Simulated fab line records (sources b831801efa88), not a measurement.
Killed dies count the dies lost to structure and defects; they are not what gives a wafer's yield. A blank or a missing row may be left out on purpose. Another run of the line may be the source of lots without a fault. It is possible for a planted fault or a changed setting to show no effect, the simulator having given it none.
A struck lot beside a sound one	flow gf180mcu	15 out of 602 route steps
Sound: wafers L788.1, L788.3, L788.5. Struck: wafers L780.1, L780.6. (L780.5 of the same lot was not struck and is left out.) The cause comes at the end.
Per side, at each step with rows, come the tool, then ch with its chambers, and then its first start. Under that, the readings that differ: sound wafers	struck wafers	difference of the means	sigmas: that difference in standard deviations of wafers without a fault.
alike: words and numbers the same on both sides, and readings whose means are apart by under 2 such deviations; not compared: readings that were withheld, readings missing a value for some wafer, numbers with overlapping values and no deviation given by the record, and bounds like >300 which may hide the same value.
Wherever a step has rows on one side only, a row that says differs or no value, or a row with sigmas, the two part there. Numbers that don't overlap but have no deviation are shown without sigmas and don't part them. Lack of a reading on every wafer of one side parts them only where that side has two or more wafers.

GF_V3_OVL_MEAS_15:
  sound on overlay-01, day 29 23:43; struck on overlay-02, day 27 07:13
reading	sound	struck	difference	sigmas
V3_OVL (nm)	-13 -8 -4	9 7	+16	+2
then, 1 step without rows for these wafers: GF_V3_ETCH_16 (etches BARC in N2/H2).
GF_V3_ETCH_17: etches SiO2 in C4F8/O2/Ar, stops on TiN, target depth 635 nm.
  sound: rie-diel-01 ch 1,2,3; struck: rie-diel-04 ch 0,3
reading	sound	struck	difference	sigmas
oes-product-au (a.u.)	0.860 0.858 0.863	0.846 0.851	-0.012	-2
  alike: rf-fwd-power-W
GF_V3_STRIP_18: strips in O2/N2.
  sound on plasma-asher-02 ch 1, day 29 23:53; struck on plasma-asher-01 ch 1, day 27 07:23
reading	sound	struck	difference	sigmas
oes-product-au (a.u.)	0.588 0.586 0.584	0.595 0.601	+0.012	+2
  alike: drypump-motor-current-A, heater-power-w
  not compared: rf-hours-counter-h
then, 2 steps without rows for these wafers: GF_V3_STRIP_19 (strips in post etch residue remover, time 1200 s); GF_V3_CLEAN_20 (cleans in DIW).
GF_V3_SPUTTER_21: material Ti, target thk 15 nm, time 80.02 s.
  sound on pvd-sputter-04, day 30 00:26; struck on pvd-sputter-04, day 27 07:57
  alike: cathode-dc-power-W, throttle-valve-pct
GF_V3_SPUTTER_22: material TiN, target thk 10 nm, time 40 s.
  sound on pvd-sputter-04, day 30 00:30; struck on pvd-sputter-04, day 27 08:01
  alike: cathode-dc-power-W, throttle-valve-pct
GF_V3_CVD_23: deposits W, target thk 350 nm, time 104.9 s.
  sound on cvd-w-02 ch 0,1, day 30 00:32; struck on cvd-w-02 ch 1, day 27 08:03
  alike: heater-power-w
GF_V3_RS_MEAS_24: measures by four-point-probe.
  sound on film-metro-01, day 30 00:39; struck on film-metro-03, day 27 08:10
  alike: V3_W_RS
GF_V3_THK_MEAS_25: measures by xrf.
  sound on film-metro-01, day 30 00:46; struck on film-metro-03, day 27 08:17
  alike: V3_W_THK
then, 1 step without rows for these wafers: GF_V3_CMP_26 (polishes, stops on SiO2, t overpolish 15 s, target thk 0 nm).
GF_M4_SPUTTER_00: material Ti, target thk 37.5 nm, time 150 s.
  sound on pvd-sputter-02, day 30 01:08; struck on pvd-sputter-02, day 27 08:38
reading	sound	struck	difference	sigmas
model.Ti_of_M4_SPUTTER_00.thk-nm (nm)	37.53 37.24 37.68	25.82 26.16	-11.49	
  alike: cathode-dc-power-W, throttle-valve-pct
then, 2 steps without rows for these wafers: GF_M4_SPUTTER_01 (material TiN, target thk 30 nm, time 25 s); GF_PASSIVATION_PROBE_99.

WHERE THEY PART
First at GF_V3_OVL_MEAS_15; last, within this record, at GF_V3_STRIP_18. Later steps at which nothing parts them and some readings are alike: GF_V3_SPUTTER_21, GF_V3_SPUTTER_22, GF_V3_CVD_23, GF_V3_RS_MEAS_24, GF_V3_THK_MEAS_25, GF_M4_SPUTTER_00.

WHY: whatever the simulator had introduced
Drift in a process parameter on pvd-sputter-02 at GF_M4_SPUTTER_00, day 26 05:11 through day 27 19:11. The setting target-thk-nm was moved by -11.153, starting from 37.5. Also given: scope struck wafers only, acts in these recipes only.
